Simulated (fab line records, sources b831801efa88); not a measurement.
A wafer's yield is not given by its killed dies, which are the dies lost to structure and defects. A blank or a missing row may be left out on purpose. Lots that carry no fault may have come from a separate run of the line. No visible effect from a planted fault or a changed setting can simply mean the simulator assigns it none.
Which of the tools did it? / flow gf180mcu / Sampling: 11 lots, 31 wafers, 3 of 602 route steps

== WHAT EACH GAUGE READ, for each wafer ==
GF_TOP_METAL_RS_MEAS_05: uses a four-point probe to measure. Usual: for TOP_METAL_ALCU_RS the level is 0.0329 ohm/sq and the standard deviation is 0.00039.
lot=L308; measured=day 27 15:22; on=film_metro-04; TOP_METAL_ALCU_RS (ohm/sq)=0.0329 0.0326 0.0326; flag=
lot=L309; measured=day 27 22:20; on=film_metro-04; TOP_METAL_ALCU_RS (ohm/sq)=0.0336 0.0332 0.0334; flag=
lot=L310; measured=day 28 09:21; on=film_metro-04; TOP_METAL_ALCU_RS (ohm/sq)=0.0328 0.0328 0.0323; flag=
lot=L311; measured=day 28 14:13; on=film_metro-04; TOP_METAL_ALCU_RS (ohm/sq)=0.0331 0.0329 0.0332; flag=
lot=L317; measured=day 30 15:14; on=film_metro-02; TOP_METAL_ALCU_RS (ohm/sq)=0.0328 0.0327 0.0327; flag=
lot=L322; measured=day 31 19:37; on=film_metro-04; TOP_METAL_ALCU_RS (ohm/sq)=0.0327 0.0331; flag=
lot=L323; measured=day 31 23:18; on=film_metro-02; TOP_METAL_ALCU_RS (ohm/sq)=0.0332 0.0334; flag=
lot=L325; measured=day 32 11:58; on=film_metro-04; TOP_METAL_ALCU_RS (ohm/sq)=0.0326 0.0326 0.0328; flag=
lot=L326; measured=day 32 17:55; on=film_metro-02; TOP_METAL_ALCU_RS (ohm/sq)=0.0332 0.0326 0.0330; flag=
lot=L328; measured=day 33 08:13; on=film_metro-01; TOP_METAL_ALCU_RS (ohm/sq)=0.0322 0.0318 0.0329; flag=
lot=L330; measured=day 33 18:45; on=film_metro-01; TOP_METAL_ALCU_RS (ohm/sq)=0.0331 0.0332 0.0332; flag=

GF_TOP_METAL_THK_MEAS_06: measures by xrf. Usual: for TOP_METAL_ALCU_THK the level is 893 nm and the standard deviation is 12.
lot=L308; measured=day 27 15:29; on=film_metro-04; TOP_METAL_ALCU_THK (nm)=899 904 908; flag=
lot=L309; measured=day 27 22:26; on=film_metro-04; TOP_METAL_ALCU_THK (nm)=873 893 885; flag=
lot=L310; measured=day 28 09:27; on=film_metro-04; TOP_METAL_ALCU_THK (nm)=892 892 906; flag=
lot=L311; measured=day 28 14:20; on=film_metro-04; TOP_METAL_ALCU_THK (nm)=889 894 881; flag=
lot=L317; measured=day 30 15:20; on=film_metro-02; TOP_METAL_ALCU_THK (nm)=897 900 900; flag=
lot=L322; measured=day 31 19:44; on=film_metro-04; TOP_METAL_ALCU_THK (nm)=897 887; flag=
lot=L323; measured=day 31 23:25; on=film_metro-02; TOP_METAL_ALCU_THK (nm)=894 885; flag=
lot=L325; measured=day 32 12:05; on=film_metro-04; TOP_METAL_ALCU_THK (nm)=892 899 896; flag=
lot=L326; measured=day 32 18:02; on=film_metro-02; TOP_METAL_ALCU_THK (nm)=893 907 895; flag=
lot=L328; measured=day 33 08:20; on=film_metro-01; TOP_METAL_ALCU_THK (nm)=897 910 882; flag=
lot=L330; measured=day 33 18:52; on=film_metro-01; TOP_METAL_ALCU_THK (nm)=878 872 872; flag=

== WHICH TOOL RAN EACH LOT (tool, then ch and the chambers of the sampled wafers, then the start) ==
lot=L308; GF_M5_METAL_ETCH_10=rie_metal-02 ch 0,1, day 26 16:18
lot=L309; GF_M5_METAL_ETCH_10=rie_metal-02 ch 0,1, day 26 21:48
lot=L310; GF_M5_METAL_ETCH_10=rie_metal-03 ch 0, day 27 10:16
lot=L311; GF_M5_METAL_ETCH_10=rie_metal-03 ch 0, day 27 15:11
lot=L317; GF_M5_METAL_ETCH_10=rie_metal-02 ch 0, day 29 17:11
lot=L322; GF_M5_METAL_ETCH_10=rie_metal-03 ch 0,1, day 30 22:57
lot=L323; GF_M5_METAL_ETCH_10=rie_metal-02 ch 0,1, day 31 02:49
lot=L325; GF_M5_METAL_ETCH_10=rie_metal-02 ch 0,1, day 31 16:21
lot=L326; GF_M5_METAL_ETCH_10=rie_metal-02 ch 1, day 31 21:27
lot=L328; GF_M5_METAL_ETCH_10=rie_metal-03 ch 0,1, day 32 13:09
lot=L330; GF_M5_METAL_ETCH_10=rie_metal-04 ch 0,1, day 32 23:59
- GF_M5_METAL_ETCH_10: etches the open film in Cl2/BCl3, stops on SiO2, target depth 750.8 nm, time 125.1 s.

== AS READ BY THE TOOLS THEMSELVES (means over the sampled wafers that have a number; for cases with no such wafer, the mark the record gives instead) ==
GF_M5_METAL_ETCH_10. Usual: drypump_motor_current_A 5.7 A, standard deviation 0.49; oes_product_au 0.991 a.u., standard deviation 0.0069; throttle_valve_pct 28.229 %, standard deviation 0.011.
lot=L308; tool=rie_metal-02; drypump_motor_current_A (A)=5.4; oes_product_au (a.u.)=0.988; throttle_valve_pct (%)=28.237; flag=
lot=L309; tool=rie_metal-02; drypump_motor_current_A (A)=5.3; oes_product_au (a.u.)=0.988; throttle_valve_pct (%)=28.229; flag=
lot=L310; tool=rie_metal-03; drypump_motor_current_A (A)=5.7; oes_product_au (a.u.)=0.994; throttle_valve_pct (%)=28.226; flag=
lot=L311; tool=rie_metal-03; drypump_motor_current_A (A)=5.7; oes_product_au (a.u.)=0.987; throttle_valve_pct (%)=28.226; flag=
lot=L317; tool=rie_metal-02; drypump_motor_current_A (A)=5.1; oes_product_au (a.u.)=0.984; throttle_valve_pct (%)=28.237; flag=
lot=L322; tool=rie_metal-03; drypump_motor_current_A (A)=6.1; oes_product_au (a.u.)=0.988; throttle_valve_pct (%)=28.208; flag=
lot=L323; tool=rie_metal-02; drypump_motor_current_A (A)=5.5; oes_product_au (a.u.)=0.996; throttle_valve_pct (%)=28.222; flag=
lot=L325; tool=rie_metal-02; drypump_motor_current_A (A)=5.7; oes_product_au (a.u.)=0.988; throttle_valve_pct (%)=28.238; flag=
lot=L326; tool=rie_metal-02; drypump_motor_current_A (A)=6.0; oes_product_au (a.u.)=1.000; throttle_valve_pct (%)=28.224; flag=
lot=L328; tool=rie_metal-03; drypump_motor_current_A (A)=5.9; oes_product_au (a.u.)=0.996; throttle_valve_pct (%)=28.230; flag=
lot=L330; tool=rie_metal-04; drypump_motor_current_A (A)=5.9; oes_product_au (a.u.)=0.991; throttle_valve_pct (%)=28.238; flag=

== THE ANSWER, worked out from the rows above alone ==
Rule: lot off if the mean of its wafers having a number is beyond 3 standard deviations from the usual mean. A lot without any number at a reading at which 4 lots or more have one is off too. The other lots that the step has rows for count as sound. First the gauges in route order, then the tools' own readings, where a lot's mean is used as printed above. At the first step where some lot is off, the reading lying furthest off is the one used; lots without a number count as furthest.
Across all readings shown, no lot is off: no conclusion can be drawn from this.

== WHAT THE SIMULATOR PUT IN ==
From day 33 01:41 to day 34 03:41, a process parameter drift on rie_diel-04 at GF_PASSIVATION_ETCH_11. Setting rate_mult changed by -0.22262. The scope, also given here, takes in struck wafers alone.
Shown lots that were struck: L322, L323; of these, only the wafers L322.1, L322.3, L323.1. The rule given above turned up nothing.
